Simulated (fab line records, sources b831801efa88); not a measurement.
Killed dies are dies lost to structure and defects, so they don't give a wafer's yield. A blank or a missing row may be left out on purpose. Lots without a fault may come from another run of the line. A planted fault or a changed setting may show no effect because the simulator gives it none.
Which tool did it? | flow gf180mcu | 11 lots, 33 wafers sampled, at 3 steps of a route of 602

WHAT THE GAUGES READ, wafer by wafer
GF_V2_RS_MEAS_24: measures by four-point-probe. Usual: V2_W_RS 0.324 ohm/sq, standard deviation 0.0056.
lot  | measured     | on            | V2_W_RS (ohm/sq)                    | flag
L175 | day 22 13:38 | film_metro-02 | 0.329 0.331 0.328                   |
L176 | day 22 18:41 | film_metro-01 | 0.330 0.328 0.331                   |
L178 | day 23 19:52 | film_metro-04 | 0.325 0.323 0.326                   |
L179 | day 24 02:10 | film_metro-01 | 0.324 0.327 0.323                   |
L180 | day 24 08:27 | film_metro-02 | 0.314 0.325 0.318                   |
L181 | day 24 19:52 | film_metro-01 | 0.327 0.325 0.344 0.327 0.324 0.343 |
L182 | day 24 21:36 | film_metro-01 | 0.347 0.346 0.326 0.347 0.346 0.326 |
L183 | day 25 01:34 | film_metro-02 | 0.323 0.330 0.343                   |
L191 | day 27 20:19 | film_metro-04 | 0.314 0.327 0.314                   |
L192 | day 27 21:32 | film_metro-02 | 0.317 0.327 0.318                   |
L193 | day 28 15:23 | film_metro-02 | 0.317 0.314 0.327                   |

GF_V2_THK_MEAS_25: measures by xrf. Usual: V2_W_THK 356 nm, standard deviation 7.6.
lot  | measured     | on            | V2_W_THK (nm)           | flag
L175 | day 22 13:45 | film_metro-02 | 353 354 355             |
L176 | day 22 18:49 | film_metro-01 | 352 351 352             |
L178 | day 23 19:58 | film_metro-04 | 358 361 356             |
L179 | day 24 02:16 | film_metro-01 | 351 350 352             |
L180 | day 24 08:34 | film_metro-02 | 368 356 362             |
L181 | day 25 03:45 | film_metro-01 | 353 354 336 354 354 334 |
L182 | day 25 01:52 | film_metro-01 | 331 333 351             |
L183 | day 25 01:41 | film_metro-02 | 361 351 339             |
L191 | day 27 20:26 | film_metro-04 | 372 359 371             |
L192 | day 27 21:40 | film_metro-02 | 364 353 363             |
L193 | day 28 15:29 | film_metro-02 | 365 367 354             |

WHICH TOOL RAN EACH LOT (tool, then ch and the chambers of the sampled wafers, then the start)
lot  | GF_V2_CVD_23
L175 | cvd_w-02 ch 0,1, day 22 13:31
L176 | cvd_w-02 ch 0,1, day 22 18:35
L178 | cvd_w-01 ch 1, day 23 19:40
L179 | cvd_w-01 ch 1, day 24 01:58
L180 | cvd_w-01 ch 0,1, day 24 08:20
L181 | cvd_w-01 ch 0,1, day 24 19:46
L182 | cvd_w-01 ch 0,1, day 24 21:29
L183 | cvd_w-01 ch 0,1, day 25 01:27
L191 | cvd_w-01 ch 0,1, day 27 20:11
L192 | cvd_w-01 ch 0,1, day 27 21:26
L193 | cvd_w-01 ch 0,1, day 28 15:16
- GF_V2_CVD_23: deposits W, target thk 350 nm, time 104.94 s.

WHAT THE TOOLS THEMSELVES READ (means of the sampled wafers that have a number; where no wafer has one, the mark that the record gives instead)
GF_V2_CVD_23. Usual: heater_power_w 839 W, standard deviation 45.
lot  | tool     | heater_power_w (W) | flag
L175 | cvd_w-02 | 811                |
L176 | cvd_w-02 | 827                |
L178 | cvd_w-01 | 827                |
L179 | cvd_w-01 | 824                |
L180 | cvd_w-01 | 830                |
L181 | cvd_w-01 | 835                |
L182 | cvd_w-01 | 838                |
L183 | cvd_w-01 | 829                |
L191 | cvd_w-01 | 850                |
L192 | cvd_w-01 | 837                |
L193 | cvd_w-01 | 842                |

THE ANSWER, worked out from the rows above alone
Rule: a lot is off if the mean of its wafers that have a number lies more than 3 standard deviations from the usual mean. A lot without any number at a reading at which 4 lots or more have one is off too. The other lots that the step has rows for count as sound. The gauges are gone through in route order, then the tools' own readings, and for those a lot's mean is taken as printed above. The first step at which some lot is off is used, and at that step the reading that is off furthest; a lot without a number counts as furthest.
No lot is off at any reading shown: from this, nothing can be told.

WHAT THE SIMULATOR HAD PUT IN
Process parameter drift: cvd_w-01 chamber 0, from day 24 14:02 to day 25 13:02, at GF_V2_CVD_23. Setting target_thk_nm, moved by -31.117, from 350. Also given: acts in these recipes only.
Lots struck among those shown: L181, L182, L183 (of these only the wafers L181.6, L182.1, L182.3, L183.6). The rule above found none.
